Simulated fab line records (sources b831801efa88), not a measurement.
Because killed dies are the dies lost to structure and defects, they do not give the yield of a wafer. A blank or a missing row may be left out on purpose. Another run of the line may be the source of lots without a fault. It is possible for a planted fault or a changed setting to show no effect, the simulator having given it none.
A single fault, viewed from 2 desks || flow gf180mcu || each desk has only its own numbers; what lay behind them comes last

## METROLOGY DESK
Means of the sampled wafers that have a number, per lot and without regard to the tool the lot ran on: this is what the gauges read. Any lot whose mean is over 4 standard deviations away from the usual mean is out of limits and marked OUT; that distance is given in the brackets.
Columns: A = MVSD_RS at GF_VT_IMPLANT_RS_MEAS_46, usual 456.5 ohm/sq
{"lot": "L430", "first seen here": "day 7 12:38", "A": 456.0}
{"lot": "L431", "first seen here": "day 7 19:47", "A": 456.3}
{"lot": "L432", "first seen here": "day 8 01:13", "A": 456.1}
{"lot": "L437", "first seen here": "day 9 18:54", "A": 455.8}
{"lot": "L442", "first seen here": "day 10 23:05", "A": 457.8}
{"lot": "L443", "first seen here": "day 11 03:35", "A": 455.7}
{"lot": "L444", "first seen here": "day 11 11:06", "A": 457.9}
{"lot": "L446", "first seen here": "day 12 01:37", "A": 457.9}
{"lot": "L448", "first seen here": "day 12 11:52", "A": "484.8 (+24) OUT"}
{"lot": "L449", "first seen here": "day 12 22:35", "A": "486.9 (+25) OUT"}
{"lot": "L451", "first seen here": "day 13 12:34", "A": 457.2}
This desk's finding: out of limits on L448, L449; first on L448, day 12 11:52 (MVSD_RS at GF_VT_IMPLANT_RS_MEAS_46). L430, L431, L432, L437, L442, L443, L444, L446, L451: within limits.

## THE TOOL OWNER'S DESK: implanter-04
The tool's own readings at GF_MVSD_IMPLANT_09, given as means over the sampled wafers that have a number, one for each lot that went through this tool. Any lot whose mean is over 4 standard deviations away from the usual mean is out of limits and marked OUT; that distance is given in the brackets.
Columns: A = dose_ions_cm2 at GF_MVSD_IMPLANT_09, usual 5e+12; B = faraday_current_uA at GF_MVSD_IMPLANT_09, usual 28.2; C = tilt_deg at GF_MVSD_IMPLANT_09, usual -0.002 degrees
{"lot": "L432", "first seen here": "day 4 20:07", "A": 5e+12, "B": 28.2, "C": -0.015}
{"lot": "L442", "first seen here": "day 7 09:49", "A": 5e+12, "B": 28.4, "C": 0.025}
{"lot": "L444", "first seen here": "day 7 18:53", "A": 5e+12, "B": 28.0, "C": -0.014}
{"lot": "L448", "first seen here": "day 8 17:46", "A": "3e+12 (-99 or more) OUT", "B": "17.8 (-18) OUT", "C": -0.014}
{"lot": "L449", "first seen here": "day 9 01:28", "A": "3e+12 (-99 or more) OUT", "B": "17.9 (-18) OUT", "C": 0.018}
Finding of this desk: L448, L449 out of limits; the first was L448 at day 8 17:46, on dose_ions_cm2 at GF_MVSD_IMPLANT_09. L432, L442, L444: within limits.

## TAKEN TOGETHER
The tool owner's desk could have raised an alarm at day 8 17:46, on L448, L449.
L448, L449 would have let the metrology desk raise an alarm at day 12 11:52.
The lots listed all ran GF_MVSD_IMPLANT_09 on implanter-04.

## WHAT HAD BEEN PUT IN BY THE SIMULATOR
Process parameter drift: implanter-04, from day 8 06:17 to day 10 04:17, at GF_MVSD_IMPLANT_09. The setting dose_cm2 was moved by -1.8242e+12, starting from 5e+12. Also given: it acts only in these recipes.
Struck lots among those shown: L448, L449.
Fault start to first reading out of limits, in hours, per desk: tool owner, 11; metrology, 102.
